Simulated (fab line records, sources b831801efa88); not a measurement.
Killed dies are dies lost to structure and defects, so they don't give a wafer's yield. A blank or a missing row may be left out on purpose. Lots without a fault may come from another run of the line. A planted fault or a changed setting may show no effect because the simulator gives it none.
A struck lot beside a sound one | flow gf180mcu | 14 steps out of a route of 602
Sound: wafers L249.1, L249.4, L249.6. Struck: wafers L261.1, L261.2, L261.5. The cause comes at the end.
At each step with rows: each side's tool, then ch and its chambers, then its first start. Under that, the readings that differ: sound wafers | struck wafers | difference of the means | sigmas: that difference in standard deviations of wafers without a fault.
alike: readings whose means differ by less than 2 such deviations, and words and numbers that are the same on both sides. not compared: withheld readings, readings that some wafer has no value for, bounds like >300 that may hide the same value, and numbers for which the record gives no deviation and whose values overlap.
The two part at a step that has a row with sigmas, a row that says differs or no value, or rows on one side only. Numbers that don't overlap but have no deviation are shown without sigmas and don't part them. A reading that every wafer of one side lacks parts them only if that side has two wafers or more.

GF_V2_THK_MEAS_01:
  sound on film_metro-03, day 20 17:13; struck on film_metro-01, day 24 20:35
  alike: V2_CVD_00_THK
GF_V2_CVD_02: deposits SiO2 from TEOS, target thk 850 nm, time 94.851 s.
  sound on pecvd-01 ch 0,1,2, day 20 17:16; struck on pecvd-02 ch 0,1,2, day 24 20:39
  alike: heater_power_w
GF_V2_THK_MEAS_03:
  sound on film_metro-01, day 20 17:20; struck on film_metro-03, day 24 20:43
  alike: V2_CVD_02_THK
GF_V2_CMP_04: polishes SiO2.
  sound on cmp-02 ch 1,2, day 20 17:24; struck on cmp-02 ch 0,1,2, day 24 20:47
  alike: motor_current_A, time_to_endpoint_s
GF_V2_BOW_MEAS_05:
  sound on film_metro-01, day 20 17:42; struck on film_metro-03, day 24 21:05
  alike: V2_BOW
then, 7 steps without rows for these wafers: GF_V2_DEHYDRATE_06 (time 60 s); GF_V2_HMDS_07 (prime time 60 s); GF_V2_COAT_08; GF_V2_COAT_09 (resist thk 1000 nm); GF_V2_SOFTBAKE_10 (time 60 s); GF_V2_EXPOSE_11 (exposes mask Via2, target cd 260 nm); GF_V2_PEB_12 (peb time 90 s).
GF_V2_DEVELOP_13: develop time 60 s.
  sound on litho_track-01 ch 0, day 21 17:51; struck on litho_track-04, day 25 19:10
  no value came back on the struck wafers for chill_plate_temp_C (C), develop_time_s (s); on the sound wafers chill_plate_temp_C (C) reads 23.17 23.13 23.06
  reading                             | sound             | struck           | difference | sigmas
  model.KrF_of_V2_COAT_09.thk_nm (nm) | 982.8 978.9 984.2 | 998.9 999.7 1000 | +17.6      |
GF_V2_CD_MEAS_14: target cd 260 nm.
  sound on cd_sem-02, day 21 18:00; struck on cd_sem-02, day 25 19:19
  reading    | sound             | struck | difference                    | sigmas
  cd_nm (nm) | 260.1 259.5 260.0 | - - -  | no value on the struck wafers |

WHERE THEY PART
First at GF_V2_DEVELOP_13; last, within this record, at GF_V2_CD_MEAS_14.

WHY: what the simulator had put in
Skipped step whole: litho_track-04, from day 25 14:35 on, at GF_V2_DEVELOP_13. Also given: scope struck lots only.
